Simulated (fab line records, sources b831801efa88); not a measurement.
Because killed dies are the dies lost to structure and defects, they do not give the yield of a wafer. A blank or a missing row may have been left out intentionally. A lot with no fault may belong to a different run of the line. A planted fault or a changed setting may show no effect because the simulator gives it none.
A single fault, viewed from 2 desks :: flow gf180mcu :: only its own numbers are on each desk; what lay behind them is given at the end

== THE TOOL OWNER'S DESK: wet bench-04 ==
The tool's own readings at GF_STI_WET_ETCH_26 (etches SiO2 in dHF, target depth 94 nm, time 188 s): means of the sampled wafers that have a number, for each lot that ran on this tool. A lot is out of limits, marked OUT, if its mean lies more than 4 standard deviations from the usual mean; the brackets give that distance.
Columns: A = bath heat duty pct at GF_STI_WET_ETCH_26, usual 6.3 %; B = temp c at GF_STI_WET_ETCH_26, usual 24.97 C
lot: L276
first seen here: day 3 01:41
A: 6.5
B: 25.06

lot: L288
first seen here: day 5 19:13
A: 13.5 (+11) OUT
B: 30.48 (+57) OUT

lot: L295
first seen here: day 7 05:24
A: 7.0
B: 24.91
This desk's finding: out of limits on L288; first on L288, day 5 19:13 (bath heat duty pct at GF_STI_WET_ETCH_26). Within limits: L276, L295.

== FROM THE METROLOGY DESK ==
Lot by lot, what the gauges showed, no matter which tool ran the lot: averages of those sampled wafers that carry a number. A lot is out of limits, marked OUT, if its mean lies more than 4 standard deviations from the usual mean; the brackets give that distance.
Columns: A = STI_OXIDATION_01_THK at GF_STI_THK_MEAS_22, usual 15.00 nm; B = STI_CVD_23_THK at GF_STI_THK_MEAS_24, usual 652 nm; C = STI_OXIDATION_02_THK at GF_STI_THK_MEAS_30, usual 9.98 nm; D = DNWELL_TW at GF_DNWELL_TW_MEAS_09, usual 1350; E = NWELL_OVL at GF_NWELL_OVL_MEAS_07, usual 2.0 nm; F = NWELL_TW at GF_NWELL_TW_MEAS_11, usual 1572
lot: L276
first seen here: day 3 01:13
A: 14.95
B: 652
C: 9.88
D: 1340
E: 0.8
F: 1586

lot: L279
first seen here: day 3 15:14
A: 15.07
B: 654
C: 10.16
D: 1357
E: 1.1
F: 1549

lot: L288
first seen here: day 5 18:43
A: 14.90
B: 654
C: 9.65
D: 1345
E: 3.4
F: 1576

lot: L294
first seen here: day 7 00:58
A: 14.73
B: 653
C: 10.01
D: 1342
E: 1.8
F: 1585

lot: L295
first seen here: day 7 04:54
A: 15.27
B: 652
C: 9.81
D: 1360
E: 2.2
F: 1587
This desk's verdict: no lot among the 5 shows anything out of limits.

== TAKEN TOGETHER ==
At day 5 19:13, on L288, the tool owner's desk was in a position to raise an alarm.
At the metrology desk, nothing out of limits was observed.
The metrology desk has L288 on record, within its limits.
Of the lots named, all ran GF_STI_WET_ETCH_26 on wet bench-04.

== WHAT THE SIMULATOR HAD PUT IN ==
wet bench-04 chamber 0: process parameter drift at GF_STI_WET_ETCH_26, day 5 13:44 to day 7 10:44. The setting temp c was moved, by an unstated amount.
Shown lots that were struck: L288.
Time in hours from fault onset to the first out-of-limits reading at each desk: the tool owner's desk, 5.
